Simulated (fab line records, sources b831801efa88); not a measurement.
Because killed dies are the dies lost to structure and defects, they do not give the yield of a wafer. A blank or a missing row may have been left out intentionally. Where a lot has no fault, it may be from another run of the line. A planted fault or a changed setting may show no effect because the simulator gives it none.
Matching of chambers / flow sky130 / 4 sister chambers for SKY_POLY_GATE_ETCH_17 on rie si-02
The step etches poly-Si in HBr/Cl2, stops on SiO2, target depth 180 nm, time 70.5 s. 14 wafers are shown with their chamber, then 7 later ones without.

WAFERS PAIRED WITH THEIR CHAMBERS
wafer=L197.1; chamber=0; drypump motor current A (A)=5.2; throttle valve pct (%)=33.685; oes product au (a.u.)=0.975
wafer=L197.4; chamber=2; drypump motor current A (A)=5.9; throttle valve pct (%)=33.681; oes product au (a.u.)=0.998
wafer=L197.5; chamber=2; drypump motor current A (A)=5.8; throttle valve pct (%)=33.670; oes product au (a.u.)=0.992
wafer=L198.1; chamber=3; drypump motor current A (A)=6.3; throttle valve pct (%)=33.670; oes product au (a.u.)=1.002
wafer=L198.2; chamber=1; drypump motor current A (A)=5.2; throttle valve pct (%)=33.688; oes product au (a.u.)=1.007
wafer=L198.5; chamber=0; drypump motor current A (A)=5.2; throttle valve pct (%)=33.683; oes product au (a.u.)=0.989
wafer=L199.1; chamber=3; drypump motor current A (A)=6.3; throttle valve pct (%)=33.685; oes product au (a.u.)=1.000
wafer=L199.2; chamber=0; drypump motor current A (A)=5.2; throttle valve pct (%)=33.681; oes product au (a.u.)=0.985
wafer=L199.6; chamber=1; drypump motor current A (A)=5.2; throttle valve pct (%)=33.694; oes product au (a.u.)=0.992
wafer=L212.2; chamber=0; drypump motor current A (A)=5.2; throttle valve pct (%)=33.684; oes product au (a.u.)=0.977
wafer=L212.5; chamber=3; drypump motor current A (A)=6.3; throttle valve pct (%)=33.677; oes product au (a.u.)=0.986
wafer=L212.6; chamber=2; drypump motor current A (A)=5.8; throttle valve pct (%)=33.683; oes product au (a.u.)=0.999
wafer=L213.1; chamber=0; drypump motor current A (A)=5.2; throttle valve pct (%)=33.678; oes product au (a.u.)=1.001
wafer=L213.2; chamber=3; drypump motor current A (A)=6.3; throttle valve pct (%)=33.691; oes product au (a.u.)=0.998

SIGNATURES (means of the wafers above)
reading=drypump motor current A; chamber 0=5.200; chamber 1=5.200; chamber 2=5.833; chamber 3=6.300; scatter within a chamber=0.0258
reading=throttle valve pct; chamber 0=33.68220; chamber 1=33.69100; chamber 2=33.67800; chamber 3=33.68075; scatter within a chamber=0.00632
reading=oes product au; chamber 0=0.98540; chamber 1=0.99950; chamber 2=0.99633; chamber 3=0.99650; scatter within a chamber=0.00855
Rule: a wafer's distance from a chamber is the root of the sum, over the readings, of the square of ((its reading less the chamber's mean) divided by the reading's scatter). If the next closest chamber is less than 2 further off than the closest, the wafer can't be placed; otherwise it belongs to the closest. The scatter is the square root of a quotient: the sum, over the shown wafers, of each reading's squared deviation from its chamber's mean, divided by wafers minus chambers.

WAFERS WITH NO CHAMBER GIVEN
wafer=L213.4; drypump motor current A (A)=6.3; throttle valve pct (%)=33.691; oes product au (a.u.)=0.996
wafer=L216.3; drypump motor current A (A)=5.2; throttle valve pct (%)=33.685; oes product au (a.u.)=0.990
wafer=L216.4; drypump motor current A (A)=5.2; throttle valve pct (%)=33.683; oes product au (a.u.)=0.993
wafer=L216.5; drypump motor current A (A)=5.2; throttle valve pct (%)=33.683; oes product au (a.u.)=0.994
wafer=L217.2; drypump motor current A (A)=5.2; throttle valve pct (%)=33.697; oes product au (a.u.)=0.991
wafer=L217.3; drypump motor current A (A)=5.2; throttle valve pct (%)=33.698; oes product au (a.u.)=1.004
wafer=L217.4; drypump motor current A (A)=5.2; throttle valve pct (%)=33.692; oes product au (a.u.)=0.987

WHICH CHAMBER EACH WENT THROUGH
wafer=L213.4; from the rows above=3; in truth=3
wafer=L216.3; from the rows above=can't be placed: 0 or 1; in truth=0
wafer=L216.4; from the rows above=can't be placed: 0 or 1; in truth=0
wafer=L216.5; from the rows above=can't be placed: 0 or 1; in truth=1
wafer=L217.2; from the rows above=can't be placed: 1 or 0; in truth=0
wafer=L217.3; from the rows above=1; in truth=1
wafer=L217.4; from the rows above=can't be placed: 1 or 0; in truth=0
Placed correctly: 2 of 7. From these rows, 5 cannot be placed; in 5 the true chamber is one of the candidates. 0 placed wrongly.
